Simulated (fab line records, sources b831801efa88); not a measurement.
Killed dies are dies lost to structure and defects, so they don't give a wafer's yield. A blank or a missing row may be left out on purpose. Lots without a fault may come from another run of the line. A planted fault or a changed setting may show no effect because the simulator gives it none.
fab line records | flow sky130
record lots=24 wafers=72 last_day=50
route steps=708 shown CONTACT@433 VIA1@460 METAL3@565 VIA3@587 METAL5@667
lots that met no fault: from a run of the same line without faults
start_h: hours from the record's first day to the start of the lot's first wafer shown | wait_h: hours since the lot's step before | " the same as in the row above | L1.1+2: a row that stands for several wafers | - no value, or no start given | * or withheld: withheld | < > ~ a bound
route shown NAME@n: a module of which the file shows steps, and the number in the route of the first | usual: mean/standard deviation of fault-free wafers | same: alike in all rows | chamber/n: place in a boat | sites: the reading at each site | _std_site: their standard deviation | _edge_site: outer sites' mean less inner sites' | radius_mm: how far each site lies from the wafer's centre | mask NAME#n: copy n | behind: the tool/chamber that last shaped the wafer | hold: why the lot was held/for how many hours/how that ended | device: the transistor (n, p or np) that didn't switch | end of line: the same wafers' tests at the end of the route | a step without rows: its recipe alone | killed: dies lost to structure and defects at the first sort, not the wafer's yield | map: a wafer's dies, x killed, . not, _ none there
set.NAME: the setting as run; set.NAME@STEP: as run at that earlier step | model.NAME: the simulator's own value behind a step, which no gauge read
steps of the route over a sample of lots; a table a step, a row a wafer
services: from which hour (start_h, from the record's first day; less than 0 if before it) a tool's chamber was out of use, for how many hours, and why
## steps
# step SKY_CONTACT_CMP_27
# recipe stop_on=SiO2 t_overpolish_s=15 down_force_psi=3.5 platen_rpm=60 target_thk_nm=0 pad_velocity_m_s=0.94248
# usual motor_current_A=11.1/1.5 overpolish_run_s=15.000/0.0084 time_to_endpoint_s=81/5
# columns lot.wafer tool chamber start_h wait_h motor_current_A overpolish_run_s time_to_endpoint_s
L074.3 cmp-01 2 753.01 0.1 9.5 15.005 83
L074.4 " 0 " " 13.4 14.996 78
L074.6 " 1 " " 12.4 14.992 87
L076.3 cmp-01 2 759.89 0.1 10.0 14.999 85
L076.1 " 3 " " 9.0 15.014 75
L076.2 " 0 " " 12.6 14.994 79
L075.1 cmp-01 0 761.94 0.1 13.1 15.005 82
L075.3 " 1 " " 12.2 15.011 90
L075.5 " 1 " " 13.2 15.003 90
L077.4 cmp-02 2 766.71 0.0 10.3 15.001 87
L077.3 " 3 " " 10.8 15.003 81
L077.5 " 3 " " 11.7 14.990 82
L078.4 cmp-02 2 770.52 0.1 11.0 14.988 85
L078.2 " 3 " " 11.6 15.005 80
L078.6 " 2 " " 11.2 15.005 82
L079.3 cmp-01 3 776.27 0.0 8.6 15.002 73
L079.6 " 3 " " 9.3 15.003 71
L079.5 " 0 " " 13.5 15.000 82
L081.2 cmp-02 1 790.88 0.0 11.6 14.993 77
L081.3 " 0 " " 10.7 15.002 79
L081.6 " 2 " " 11.2 14.984 82
L080.3 cmp-02 0 795.41 0.1 10.2 14.996 76
L080.4 " 1 " " 12.6 14.992 77
L080.6 " 2 " " 11.1 14.982 80
L082.2 cmp-02 2 796.05 0.0 11.2 14.992 83
L082.6 " 2 " " 12.1 15.003 84
L082.5 " 3 " " 10.7 15.011 81
L083.3 cmp-01 1 808.12 0.1 12.0 15.006 83
L083.4 " 2 " " 10.1 14.981 82
L083.1 " 3 " " 9.0 14.993 71
L084.4 cmp-01 2 817.80 0.2 10.4 14.997 82
L084.6 " 3 " " 9.0 14.983 72
L084.5 " 0 " " 13.2 15.008 78
L085.1 cmp-01 1 825.94 0.1 13.5 15.004 89
L085.2 " 2 " " 9.6 15.004 82
L085.3 " 0 " " 13.5 15.020 81
L086.1 cmp-02 2 827.88 0.1 11.0 14.999 82
L086.3 " 3 " " 11.0 15.004 78
L086.5 " 0 " " 10.8 14.996 73
L087.4 cmp-01 2 834.79 0.0 9.7 15.014 82
L087.3 " 3 " " 9.1 14.996 76
L087.6 " 2 " " 9.8 14.990 85
L088.3 cmp-01 3 840.99 0.0 9.2 14.999 78
L088.2 " 2 " " 10.2 14.987 87
L088.5 " 3 " " 8.8 14.989 76
L089.3 cmp-01 3 847.34 0.0 9.4 15.010 73
L089.4 " 1 " " 12.2 15.000 86
L089.2 " 2 " " 10.4 14.992 87
L090.3 cmp-01 2 858.72 0.0 9.7 15.009 90
L090.1 " 0 " " 13.1 14.999 88
L090.5 " 3 " " 9.2 15.010 75
L091.2 cmp-02 1 860.47 0.2 12.6 15.012 77
L091.5 " 2 " " 10.7 14.993 85
L091.6 " 3 " " 11.7 15.004 82
L092.2 cmp-01 0 875.86 0.0 13.0 14.999 82
L092.6 " 0 " " 13.7 14.997 80
L092.5 " 1 " " 12.5 15.000 89
L093.3 cmp-01 1 876.84 0.0 12.8 15.009 88
L093.2 " 3 " " 8.6 14.996 74
L093.6 " 1 " " 11.7 14.995 88
L094.2 cmp-01 2 887.49 0.0 9.8 15.022 82
L094.4 " 0 " " 13.4 15.000 78
L094.3 " 1 " " 12.2 14.996 87
L095.2 cmp-01 1 894.32 0.1 12.2 14.990 88
L095.6 " 3 " " 9.1 14.995 74
L095.5 " 0 " " 12.7 14.994 79
L096.4 cmp-02 1 897.71 0.1 11.8 14.990 78
L096.5 " 3 " " 11.0 15.005 76
L096.6 " 0 " " 10.7 14.993 75
L097.3 cmp-01 3 902.87 0.0 8.3 15.000 73
L097.1 " 1 " " 12.0 15.004 91
L097.6 " 0 " " 13.5 15.003 82
# step SKY_VIA1_CMP_02
# recipe material=SiO2 down_force_psi=4 platen_rpm=60 pad_velocity_m_s=0.94248
# usual motor_current_A=12.2/1.4
# columns lot.wafer tool chamber start_h wait_h motor_current_A
L074.4 cmp-01 2 781.53 0.0 11.2
L074.3 " 1 " " 13.4
L074.6 " 3 " " 9.3
L076.1 cmp-01 2 788.11 0.1 10.9
L076.3 " 3 " " 10.1
L076.2 " 0 " " 14.7
L075.1 cmp-01 1 789.61 0.1 13.9
L075.3 " 3 " " 9.9
L075.5 " 1 " " 13.1
L077.3 cmp-02 2 794.77 0.2 11.7
L077.4 " 3 " " 12.4
L077.5 " 2 " " 12.5
L078.2 cmp-01 1 798.92 0.0 13.5
L078.4 " 2 " " 11.3
L078.6 " 2 " " 10.4
L079.3 cmp-01 2 804.25 0.1 11.2
L079.6 " 0 " " 15.2
L079.5 " 1 " " 13.1
L081.3 cmp-02 2 819.49 0.1 11.8
L081.2 " 3 " " 11.9
L081.6 " 1 " " 13.0
L080.3 cmp-02 1 824.73 0.1 13.0
L080.4 " 2 " " 11.9
L080.6 " 0 " " 11.7
L082.2 cmp-01 2 824.81 0.2 11.7
L082.6 " 3 " " 9.9
L082.5 " 0 " " 14.4
L083.1 cmp-02 0 836.04 0.1 11.6
L083.3 " 1 " " 13.2
L083.4 " 3 " " 11.9
L084.4 cmp-02 2 845.88 0.1 12.4
L084.5 " 0 " " 11.3
L084.6 " 1 " " 13.5
L085.3 cmp-01 3 854.55 0.0 9.5
L085.1 " 0 " " 14.7
L085.2 " 1 " " 13.0
L086.1 cmp-01 2 856.05 0.1 11.1
L086.3 " 1 " " 13.3
L086.5 " 2 " " 11.0
L087.4 cmp-02 3 862.43 0.1 12.4
L087.3 " 1 " " 13.1
L087.6 " 2 " " 12.1
L088.2 cmp-02 0 868.89 0.1 11.5
L088.3 " 2 " " 11.9
L088.5 " 3 " " 12.3
L089.2 cmp-02 1 874.38 0.0 13.3
L089.3 " 2 " " 11.5
L089.4 " 3 " " 12.3
L090.3 cmp-02 2 886.20 0.1 12.0
L090.1 " 0 " " 12.1
L090.5 " 2 " " 11.9
L091.2 cmp-01 1 887.17 0.1 12.9
L091.6 " 3 " " 9.5
L091.5 " 0 " " 14.4
L092.2 cmp-02 1 902.77 0.1 12.6
L092.6 " 0 " " 11.9
L092.5 " 1 " " 13.1
L093.2 cmp-02 1 903.12 0.2 12.9
L093.3 " 2 " " 12.1
L093.6 " 3 " " 12.0
L094.3 cmp-01 0 914.01 0.1 14.8
L094.2 " 1 " " 13.5
L094.4 " 2 " " 11.8
L095.2 cmp-01 0 921.30 0.2 15.2
L095.5 " 1 " " 13.1
L095.6 " 2 " " 11.4
L096.4 cmp-01 3 924.65 0.2 10.2
L096.5 " 0 " " 14.6
L096.6 " 1 " " 13.4
L097.3 cmp-02 0 930.33 0.3 11.7
L097.1 " 1 " " 13.2
L097.6 " 2 " " 10.9
# step SKY_METAL3_DESCUM_15
# recipe chemistry=O2 source_power_w=150 bias_power_w=0 pressure_mtorr=10 temp_c=40 time_s=8
# usual drypump_motor_current_A=5.6/0.6 oes_product_au=0.992/0.011
# columns lot.wafer tool chamber start_h wait_h drypump_motor_current_A oes_product_au rf_hours_counter_h
L074.3 rie_metal-04 1 916.71 0.0 5.2 1.001 -
L074.4 " 0 " " 4.7 0.988 -
L074.6 " 1 " " 5.2 0.996 -
L076.1 rie_metal-03 1 922.94 0.0 6.6 0.978 16
L076.2 " 0 " " 5.6 0.990 3
L076.3 " 1 " " 6.5 0.980 -
L075.1 rie_metal-02 0 925.10 0.0 5.2 0.998 14
L075.3 " 0 " " 5.2 1.002 -
L075.5 " 1 " " 6.0 0.985 -
L077.3 rie_metal-02 1 928.41 0.0 6.0 0.978 -
L077.4 " 0 " " 5.2 1.008 -
L077.5 " 0 " " 5.2 0.997 -
L078.2 rie_metal-03 0 933.25 0.0 5.6 0.982 4
L078.4 " 0 " " 5.6 0.977 -
L078.6 " 0 " " 5.6 0.979 -
L079.3 rie_metal-04 1 938.53 0.0 5.2 0.993 -
L079.5 " 1 " " 5.2 0.999 -
L079.6 " 0 " " 4.7 1.001 -
L081.2 rie_metal-03 0 951.60 0.0 5.7 0.997 5
L081.3 " 1 " " 6.6 0.989 -
L081.6 " 1 " " 6.5 0.995 -
L080.3 rie_metal-03 0 957.08 0.0 5.6 0.999 -
L080.4 " 1 " " 6.6 0.982 -
L080.6 " 1 " " 6.6 0.982 -
L082.2 rie_metal-04 0 957.64 0.0 4.7 0.993 6
L082.5 " 0 " " 4.7 1.005 -
L082.6 " 1 " " 5.2 0.989 -
L083.1 rie_metal-03 0 967.67 0.0 5.7 0.988 5
L083.3 " 0 " " 5.6 0.979 -
L083.4 " 1 " " 6.5 0.981 -
L084.4 rie_metal-04 0 975.98 0.0 4.7 0.997 -
L084.5 " 1 " " 5.2 1.001 -
L084.6 " 0 " " 4.7 0.991 -
L085.1 rie_metal-03 0 984.77 0.0 5.6 0.986 7
L085.2 " 1 " " 6.6 0.981 19
L085.3 " 0 " " 5.7 0.987 -
L086.1 rie_metal-02 0 986.90 0.0 5.2 0.998 17
L086.3 " 0 " " 5.2 1.007 -
L086.5 " 0 " " 5.1 1.010 -
L087.3 rie_metal-04 1 991.81 0.0 5.2 0.999 -
L087.4 " 0 " " 4.7 1.015 -
L087.6 " 0 " " 4.7 1.013 -
L088.2 rie_metal-02 1 996.84 0.0 6.0 0.995 17
L088.3 " 1 " " 5.9 0.997 -
L088.5 " 0 " " 5.2 1.002 -
L089.2 rie_metal-03 0 1003.85 0.0 5.6 0.978 7
L089.3 " 0 " " 5.6 0.993 -
L089.4 " 1 " " 6.5 0.979 -
L090.1 rie_metal-03 0 1014.57 0.0 5.6 0.973 8
L090.3 " 1 " " 6.5 0.973 -
L090.5 " 1 " " 6.5 0.969 -
L091.2 rie_metal-04 1 1015.30 0.0 5.2 0.992 18
L091.5 " 0 " " 4.7 0.992 -
L091.6 " 1 " " 5.2 1.001 -
L092.2 rie_metal-02 1 1027.90 0.0 6.0 0.997 19
L092.5 " 0 " " 5.2 0.996 -
L092.6 " 1 " " 6.0 0.997 -
L093.2 rie_metal-02 1 1029.27 0.0 6.0 1.009 20
L093.3 " 0 " " 5.2 1.016 -
L093.6 " 0 " " 5.2 1.016 -
L094.2 rie_metal-03 0 1039.85 0.0 5.6 0.978 9
L094.3 " 0 " " 5.6 0.981 -
L094.4 " 1 " " 6.5 0.983 -
L095.2 rie_metal-04 1 1045.70 0.0 5.2 0.995 19
L095.5 " 0 " " 4.7 1.000 -
L095.6 " 1 " " 5.2 1.005 -
L096.4 rie_metal-04 1 1048.03 0.0 5.1 0.999 -
L096.5 " 1 " " 5.2 1.002 -
L096.6 " 0 " " 4.7 0.997 -
L097.1 rie_metal-03 0 1053.67 0.0 5.6 0.981 11
L097.3 " 0 " " 5.6 0.985 -
L097.6 " 0 " " 5.6 0.977 -
# step SKY_VIA3_ETCH_14
# recipe chemistry=N2/H2 target=BARC ion_energy_ev=200 source_w=500 bias_w=100 pressure_mtorr=30.76 n2_flow_sccm=100 h2_flow_sccm=200 stop_on=SiO2 time_s=45.9 target_depth_a=600
# usual bias_w=99.98/0.28 drypump_motor_current_A=5.6/0.46 oes_product_au=0.854/0.0047 throttle_valve_pct=13.033/0.0085
# columns lot.wafer tool chamber start_h wait_h bias_w drypump_motor_current_A oes_product_au rf_hours_counter_h throttle_valve_pct
L074.3 rie_diel-01 1 943.94 0.0 99.86 5.4 0.852 15 13.016
L074.4 " 3 " " 99.13 6.2 0.853 22 13.028
L074.6 " 0 " " 100.33 5.0 0.859 - 13.020
L076.1 rie_diel-04 1 948.90 0.0 100.15 5.5 0.855 19 13.019
L076.2 " 0 " " 100.08 5.8 0.858 8 13.017
L076.3 " 2 " " 99.74 6.2 0.854 17 13.032
L075.1 rie_diel-04 0 951.21 0.0 100.11 5.8 0.856 8 13.036
L075.3 " 3 " " 99.46 4.9 0.854 3 13.044
L075.5 " 2 " " 100.26 6.2 0.855 - 13.037
L077.3 rie_diel-01 0 954.24 0.0 99.56 5.0 0.859 19 13.033
L077.4 " 3 " " 100.09 6.2 0.862 22 13.050
L077.5 " 0 " " 99.97 5.0 0.853 - 13.029
L078.2 rie_diel-04 0 959.66 0.0 100.32 5.8 0.860 8 13.030
L078.4 " 1 " " 99.32 5.5 0.853 19 13.036
L078.6 " 0 " " 100.69 5.8 0.852 - 13.033
L079.3 rie_diel-04 2 964.89 0.0 99.35 6.2 0.855 17 13.042
L079.5 " 1 " " 100.81 5.5 0.860 - 13.030
L079.6 " 2 " " 99.45 6.2 0.851 - 13.030
L081.2 rie_diel-01 3 976.84 0.0 99.72 6.2 0.852 23 13.022
L081.3 " 2 " " 99.72 5.9 0.863 11 13.026
L081.6 " 1 " " 99.91 5.4 0.856 - 13.030
L080.3 rie_diel-01 0 983.06 0.0 100.03 5.0 0.854 20 13.026
L080.4 " 1 " " 99.71 5.4 0.854 17 13.027
L080.6 " 3 " " 99.95 6.2 0.857 - 13.029
L082.2 rie_diel-04 0 983.79 0.0 100.30 5.8 0.852 9 13.045
L082.5 " 0 " " 100.62 5.8 0.854 - 13.037
L082.6 " 1 " " 99.68 5.5 0.855 - 13.033
L083.1 rie_diel-02 2 993.35 0.0 99.93 5.7 0.845 18 13.022
L083.3 " 0 " " 99.83 5.1 0.850 13 13.031
L083.4 " 0 " " 100.04 5.1 0.861 - 13.027
L084.4 rie_diel-02 3 1001.46 0.0 100.01 6.1 0.853 - 13.029
L084.5 " 0 " " 99.81 5.1 0.854 - 13.020
L084.6 " 2 " " 100.21 5.7 0.854 - 13.037
L085.1 rie_diel-04 1 1010.35 0.0 100.20 5.5 0.848 21 13.049
L085.2 " 2 " " 99.96 6.2 0.855 18 13.034
L085.3 " 0 " " 100.19 5.8 0.857 10 13.022
L086.1 rie_diel-02 0 1012.25 0.0 99.62 5.1 0.863 13 13.036
L086.3 " 2 " " 100.10 5.8 0.857 18 13.036
L086.5 " 0 " " 99.82 5.1 0.849 - 13.031
L087.3 rie_diel-04 0 1016.56 0.0 99.93 5.8 0.855 10 13.049
L087.4 " 1 " " 100.17 5.5 0.854 21 13.023
L087.6 " 3 " " 100.18 4.9 0.854 - 13.039
L088.2 rie_diel-01 2 1022.09 0.0 100.19 5.9 0.851 13 13.034
L088.3 " 3 " " 100.10 6.2 0.851 24 13.033
L088.5 " 3 " " 100.02 6.2 0.854 - 13.035
L089.2 rie_diel-01 3 1028.29 0.0 100.17 6.2 0.854 25 13.031
L089.3 " 1 " " 99.61 5.4 0.860 18 13.021
L089.4 " 0 " " 99.73 5.0 0.848 22 13.033
L090.1 rie_diel-01 1 1038.66 0.0 99.84 5.4 0.849 19 13.027
L090.3 " 3 " " 99.49 6.2 0.850 25 13.051
L090.5 " 3 " " 99.83 6.2 0.847 - 13.032
L091.2 rie_diel-02 0 1039.19 0.0 100.33 5.1 0.866 14 13.049
L091.5 " 0 " " 99.88 5.1 0.847 - 13.048
L091.6 " 3 " " 99.91 6.1 0.849 - 13.037
L092.2 rie_diel-01 0 1051.50 0.0 99.73 5.0 0.854 23 13.049
L092.5 " 2 " " 100.03 5.9 0.849 - 13.026
L092.6 " 1 " " 99.94 5.4 0.860 - 13.039
L093.2 rie_diel-02 1 1053.36 0.0 100.14 5.5 0.851 12 13.037
L093.3 " 2 " " 99.74 5.8 0.845 20 13.036
L093.6 " 3 " " 100.29 6.1 0.849 - 13.039
L094.2 rie_diel-04 2 1063.46 0.0 100.03 6.2 0.859 20 13.037
L094.3 " 3 " " 99.69 4.9 0.860 7 13.042
L094.4 " 0 " " 99.85 5.8 0.853 11 13.054
L095.2 rie_diel-02 1 1068.65 0.0 99.84 5.5 0.856 13 13.034
L095.5 " 3 " " 100.09 6.1 0.855 - 13.032
L095.6 " 2 " " 100.49 5.7 0.854 - 13.033
L096.4 rie_diel-04 3 1071.90 0.0 100.04 4.9 0.855 7 13.031
L096.5 " 2 " " 99.79 6.2 0.847 - 13.030
L096.6 " 3 " " 100.17 4.9 0.859 - 13.026
L097.1 rie_diel-04 2 1077.39 0.0 100.04 6.2 0.858 21 13.037
L097.3 " 3 " " 100.22 4.9 0.859 7 13.036
L097.6 " 1 " " 99.78 5.5 0.851 - 13.032
# step SKY_VIA3_CVD_21
# recipe material=W target_thk_nm=390 time_s=117.31 temp_c=400 pressure_torr=40
# usual heater_power_w=913/72
# columns lot.wafer tool chamber start_h wait_h heater_power_w
L074.3 cvd_w-01 1 944.76 0.1 812
L074.4 " 0 " " 914
L074.6 " 1 " " 819
L076.1 cvd_w-01 0 949.66 0.0 897
L076.2 " 1 " " 821
L076.3 " 0 " " 939
L075.1 cvd_w-01 1 951.97 0.0 815
L075.3 " 0 " " 910
L075.5 " 0 " " 919
L077.3 cvd_w-01 1 955.03 0.1 823
L077.4 " 0 " " 916
L077.5 " 1 " " 804
L078.2 cvd_w-01 0 960.51 0.1 918
L078.4 " 1 " " 822
L078.6 " 1 " " 796
L079.3 cvd_w-02 1 965.68 0.1 1027
L079.5 " 0 " " 944
L079.6 " 1 " " 1013
L081.2 cvd_w-01 1 977.69 0.0 828
L081.3 " 1 " " 805
L081.6 " 1 " " 812
L080.3 cvd_w-01 1 983.86 0.1 826
L080.4 " 0 " " 920
L080.6 " 1 " " 800
L082.2 cvd_w-02 1 984.54 0.0 990
L082.5 " 1 " " 1009
L082.6 " 0 " " 915
L083.1 cvd_w-01 1 994.11 0.0 800
L083.3 " 1 " " 806
L083.4 " 0 " " 888
L084.4 cvd_w-02 1 1002.23 0.1 1029
L084.5 " 0 " " 928
L084.6 " 1 " " 1012
L085.1 cvd_w-02 1 1011.16 0.0 1010
L085.2 " 0 " " 921
L085.3 " 0 " " 955
L086.1 cvd_w-02 0 1013.01 0.0 912
L086.3 " 1 " " 995
L086.5 " 0 " " 936
L087.3 cvd_w-01 0 1017.40 0.1 901
L087.4 " 1 " " 823
L087.6 " 1 " " 821
L088.2 cvd_w-01 0 1023.29 0.0 905
L088.3 " 0 " " 918
L088.5 " 0 " " 893
L089.2 cvd_w-02 1 1029.15 0.0 1019
L089.3 " 0 " " 926
L089.4 " 1 " " 997
L090.1 cvd_w-02 0 1039.47 0.0 913
L090.3 " 1 " " 1014
L090.5 " 0 " " 921
L091.2 cvd_w-01 0 1039.99 0.0 940
L091.5 " 1 " " 828
L091.6 " 0 " " 889
L092.2 cvd_w-01 1 1052.26 0.0 837
L092.5 " 0 " " 932
L092.6 " 1 " " 821
L093.2 cvd_w-01 1 1054.12 0.0 811
L093.3 " 1 " " 824
L093.6 " 1 " " 803
L094.2 cvd_w-02 1 1064.22 0.0 1017
L094.3 " 1 " " 1025
L094.4 " 0 " " 927
L095.2 cvd_w-02 0 1069.41 0.0 938
L095.5 " 0 " " 922
L095.6 " 1 " " 1028
L096.4 cvd_w-02 0 1072.70 0.1 917
L096.5 " 0 " " 921
L096.6 " 1 " " 1017
L097.1 cvd_w-02 0 1078.17 0.0 939
L097.3 " 1 " " 1025
L097.6 " 0 " " 938
# step SKY_METAL5_THK_MEAS_06
# recipe thk_meas_gauge=xrf reads=AlCu_of_METAL5_SPUTTER_02
# usual METAL5_ALCU_THK=1141/17
# columns lot.wafer tool chamber start_h wait_h METAL5_ALCU_THK[nm]
L074.3 film_metro-01 - 1022.01 0.1 1142
L074.4 " - " " 1112
L074.6 " - " " 1141
L076.1 film_metro-03 - 1025.90 0.1 1142
L076.2 " - " " 1118
L076.3 " - " " 1115
L075.1 film_metro-03 - 1028.15 0.1 1134
L075.3 " - " " 1143
L075.5 " - " " 1162
L077.3 film_metro-02 - 1030.53 0.1 1145
L077.4 " - " " 1149
L077.5 " - " " 1149
L078.2 film_metro-01 - 1035.60 0.1 1135
L078.4 " - " " 1141
L078.6 " - " " 1149
L079.3 film_metro-02 - 1040.16 0.1 1147
L079.5 " - " " 1136
L079.6 " - " " 1166
L081.2 film_metro-01 - 1052.28 0.1 1122
L081.3 " - " " 1147
L081.6 " - " " 1130
L080.3 film_metro-03 - 1056.47 0.1 1150
L080.4 " - " " 1147
L080.6 " - " " 1131
L082.2 film_metro-02 - 1058.44 0.1 1165
L082.5 " - " " 1167
L082.6 " - " " 1152
L083.1 film_metro-03 - 1067.00 0.1 1105
L083.3 " - " " 1121
L083.4 " - " " 1116
L084.4 film_metro-02 - 1074.88 0.1 1144
L084.5 " - " " 1125
L084.6 " - " " 1134
L085.1 film_metro-02 - 1082.39 0.1 1139
L085.2 " - " " 1144
L085.3 " - " " 1137
L086.1 film_metro-03 - 1083.81 0.1 1129
L086.3 " - " " 1124
L086.5 " - " " 1123
L087.3 film_metro-02 - 1088.00 0.1 1156
L087.4 " - " " 1127
L087.6 " - " " 1165
L088.2 film_metro-02 - 1093.08 0.1 1180
L088.3 " - " " 1151
L088.5 " - " " 1175
L089.2 film_metro-03 - 1098.72 0.1 1136
L089.3 " - " " 1123
L089.4 " - " " 1146
L090.1 film_metro-01 - 1108.40 0.1 1143
L090.3 " - " " 1148
L090.5 " - " " 1133
L091.2 film_metro-02 - 1109.01 0.1 1156
L091.5 " - " " 1168
L091.6 " - " " 1151
L092.2 film_metro-02 - 1120.14 0.1 1115
L092.5 " - " " 1109
L092.6 " - " " 1120
L093.2 film_metro-02 - 1122.98 0.1 1107
L093.3 " - " " 1111
L093.6 " - " " 1121
L094.2 film_metro-02 - 1131.27 0.1 1151
L094.3 " - " " 1133
L094.4 " - " " 1127
L095.2 film_metro-02 - 1134.84 0.1 1143
L095.5 " - " " 1146
L095.6 " - " " 1130
L096.4 film_metro-03 - 1137.25 0.1 1138
L096.5 " - " " 1145
L096.6 " - " " 1165
L097.1 film_metro-02 - 1141.82 0.1 1176
L097.3 " - " " 1154
L097.6 " - " " 1163
## services
# columns tool chamber start_h hours kind
rie_diel-04 3 745.40 1.2 repair
rie_diel-04 - 747.67 2.8 pm
cmp-01 - 751.72 1.2 repair
cvd_w-01 1 789.14 8.0 repair
cmp-01 - 793.39 4.0 pm
cvd_w-01 - 812.46 0.5 repair
cmp-02 - 849.64 0.9 repair
cvd_w-02 1 852.98 2.5 repair
rie_diel-04 1 882.73 1.8 repair
rie_diel-04 - 891.03 0.4 repair
cvd_w-01 - 904.00 14.0 pm
cmp-02 - 911.36 7.0 pm
cmp-02 - 918.36 5.7 pm
rie_diel-04 3 923.91 3.2 repair
cmp-02 - 924.04 4.0 pm
cmp-01 - 928.04 5.0 pm
cvd_w-02 - 936.95 28.1 pm
rie_diel-04 - 938.56 2.6 repair
cvd_w-02 - 970.61 2.8 pm
rie_diel-04 1 973.76 4.8 repair
rie_metal-03 - 986.79 14.6 pm
rie_diel-04 2 989.84 5.2 repair
cmp-02 - 1044.70 1.0 repair
cvd_w-01 - 1060.13 0.6 repair
## key
fault none
